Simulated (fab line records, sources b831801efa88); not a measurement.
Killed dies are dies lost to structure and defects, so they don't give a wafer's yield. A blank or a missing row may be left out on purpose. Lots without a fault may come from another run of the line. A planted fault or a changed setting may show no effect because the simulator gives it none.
Chamber matching | flow sky130 | SKY_CONTACT_ETCH_16 on rie_diel-01: 4 sister chambers
The step etches BARC in N2/H2, stops on SiO2, time 45.9 s, target depth 60 nm. 8 wafers are shown with their chamber, then 7 later ones without.

WAFERS WITH THEIR CHAMBER
wafer  | chamber | drypump_motor_current_A (A) | throttle_valve_pct (%)
L857.1 | 3       | 5.9                         | 13.220
L863.4 | 2       | 5.1                         | 13.242
L863.6 | 1       | 5.3                         | 13.227
L864.2 | 3       | 6.0                         | 13.220
L864.3 | 0       | 5.2                         | 13.233
L864.5 | 1       | 5.3                         | 13.209
L866.3 | 2       | 5.1                         | 13.235
L866.5 | 0       | 5.2                         | 13.239

WAFERS WITHOUT THEIR CHAMBER
wafer  | drypump_motor_current_A (A) | throttle_valve_pct (%)
L866.6 | 5.2                         | 13.225
L867.2 | 5.1                         | 13.222
L867.4 | 5.2                         | 13.217
L867.5 | 6.0                         | 13.223
L873.1 | 5.1                         | 13.221
L873.2 | 5.2                         | 13.231
L873.4 | 5.9                         | 13.214

WHICH CHAMBER EACH WENT THROUGH
wafer  | from the rows above          | in truth
L866.6 | can't be placed: 0 or 1 or 2 | 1
L867.2 | can't be placed: 2 or 0      | 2
L867.4 | can't be placed: 0 or 1 or 2 | 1
L867.5 | 3                            | 3
L873.1 | can't be placed: 2 or 0      | 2
L873.2 | 0                            | 0
L873.4 | 3                            | 3
Placed correctly: 3 of 7. Can't be placed from these rows: 4 (the true chamber is among the candidates in 4). Placed wrongly: 0.
How it was worked out, from the rows above alone: a wafer's distance from a chamber is the root of the sum, over the readings, of the square of ((its reading less the chamber's mean) divided by the reading's scatter). The wafer belongs to the nearest chamber; if the next one is less than 2 further off, it can't be placed. A chamber's mean is the mean of its shown wafers. The scatter: the root of (the sum of the squares of (reading less its chamber's mean) over the shown wafers, divided by (wafers less chambers)).
